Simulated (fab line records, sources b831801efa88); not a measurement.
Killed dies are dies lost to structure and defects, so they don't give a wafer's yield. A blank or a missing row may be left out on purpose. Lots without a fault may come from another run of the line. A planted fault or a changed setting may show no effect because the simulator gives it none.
A struck lot beside a sound one | flow gf180mcu | 18 steps out of a route of 602
Sound: wafers L775.1, L775.3, L775.6. Struck: wafers L782.1, L782.3, L782.6. The cause comes at the end.
At each step with rows: each side's tool, then ch and its chambers, then its first start. Under that, the readings that differ: sound wafers | struck wafers | difference of the means | sigmas: that difference in standard deviations of wafers without a fault.
alike: readings whose means differ by less than 2 such deviations, and words and numbers that are the same on both sides. not compared: withheld readings, readings that some wafer has no value for, bounds like >300 that may hide the same value, and numbers for which the record gives no deviation and whose values overlap.
The two part at a step that has a row with sigmas, a row that says differs or no value, or rows on one side only. Numbers that don't overlap but have no deviation are shown without sigmas and don't part them. A reading that every wafer of one side lacks parts them only if that side has two wafers or more.

first, 3 steps without rows for these wafers: GF_V1_EXPOSE_11 (exposes mask Via1, target cd 260 nm); GF_V1_PEB_12 (peb time 90 s); GF_V1_DEVELOP_13 (develop time 60 s).
GF_V1_CD_MEAS_14: target cd 260 nm.
  sound on cd_sem-01, day 21 13:46; struck on cd_sem-02, day 23 22:36
  reading    | sound             | struck            | difference | sigmas
  cd_nm (nm) | 259.0 256.7 257.3 | 262.1 262.0 262.8 | +4.6       | +4
GF_V1_OVL_MEAS_15:
  sound on overlay-01, day 21 13:53; struck on overlay-01, day 23 22:43
  alike: V1_OVL
GF_V1_ETCH_16: etches BARC in N2/H2.
  sound on rie_diel-03 ch 0,2,3, day 21 13:55; struck on rie_diel-01 ch 1,2, day 23 22:46
  alike: drypump_motor_current_A, oes_product_au, throttle_valve_pct
GF_V1_ETCH_17: etches SiO2 in C4F8/O2/Ar, stops on TiN, target depth 630 nm.
  sound on rie_diel-03 ch 0,2,3; struck on rie_diel-01 ch 1,2
  alike: oes_product_au
then, 3 steps without rows for these wafers: GF_V1_STRIP_18 (strips in O2/N2); GF_V1_STRIP_19 (strips in post etch residue remover, time 1200 s); GF_V1_CLEAN_20 (cleans in DIW).
GF_V1_SPUTTER_21: material Ti, target thk 15 nm, time 80.02 s.
  sound on pvd_sputter-02, day 21 14:35; struck on pvd_sputter-04, day 23 23:26
  alike: throttle_valve_pct
GF_V1_SPUTTER_22: material TiN, target thk 10 nm, time 40 s.
  sound on pvd_sputter-02, day 21 14:39; struck on pvd_sputter-04, day 23 23:29
  alike: throttle_valve_pct
GF_V1_CVD_23: deposits W, target thk 350 nm, time 105.05 s.
  sound on cvd_w-01 ch 0,1, day 21 14:41; struck on cvd_w-01 ch 0,1, day 23 23:32
  reading                          | sound             | struck        | difference | sigmas
  model.W_of_V1_CVD_23.thk_nm (nm) | 347.7 341.9 343.3 | 482 478 479.2 | +135       |
  alike: heater_power_w
GF_V1_RS_MEAS_24: measures by four-point-probe.
  sound on film_metro-04, day 21 14:48; struck on film_metro-03, day 23 23:38
  reading          | sound             | struck            | difference | sigmas
  V1_W_RS (ohm/sq) | 0.330 0.336 0.334 | 0.237 0.238 0.238 | -0.096     | -27
GF_V1_THK_MEAS_25: measures by xrf.
  sound on film_metro-04, day 21 14:55; struck on film_metro-03, day 23 23:46
  reading       | sound       | struck      | difference | sigmas
  V1_W_THK (nm) | 345 340 339 | 473 469 466 | +128       | +27
GF_V1_CMP_26: polishes, stops on SiO2, t overpolish 15 s, target thk 0 nm.
  sound on cmp-02 ch 0,2,3, day 21 15:05; struck on cmp-01 ch 0,1, day 23 23:52
  reading                | sound    | struck      | difference | sigmas
  time_to_endpoint_s (s) | 89 80 89 | 119 118 119 | +33        | +11
  alike: motor_current_A
GF_M2_SPUTTER_00: material Ti, target thk 37.5 nm, time 150 s.
  sound on pvd_sputter-01, day 21 15:17; struck on pvd_sputter-03, day 24 00:07
  alike: throttle_valve_pct
then, 1 step without rows for these wafers: GF_PASSIVATION_PROBE_99.

WHERE THEY PART
First at GF_V1_CD_MEAS_14; last, within this record, at GF_V1_CMP_26. Later steps at which nothing parts them and some readings are alike: GF_M2_SPUTTER_00.

WHY: what the simulator had put in
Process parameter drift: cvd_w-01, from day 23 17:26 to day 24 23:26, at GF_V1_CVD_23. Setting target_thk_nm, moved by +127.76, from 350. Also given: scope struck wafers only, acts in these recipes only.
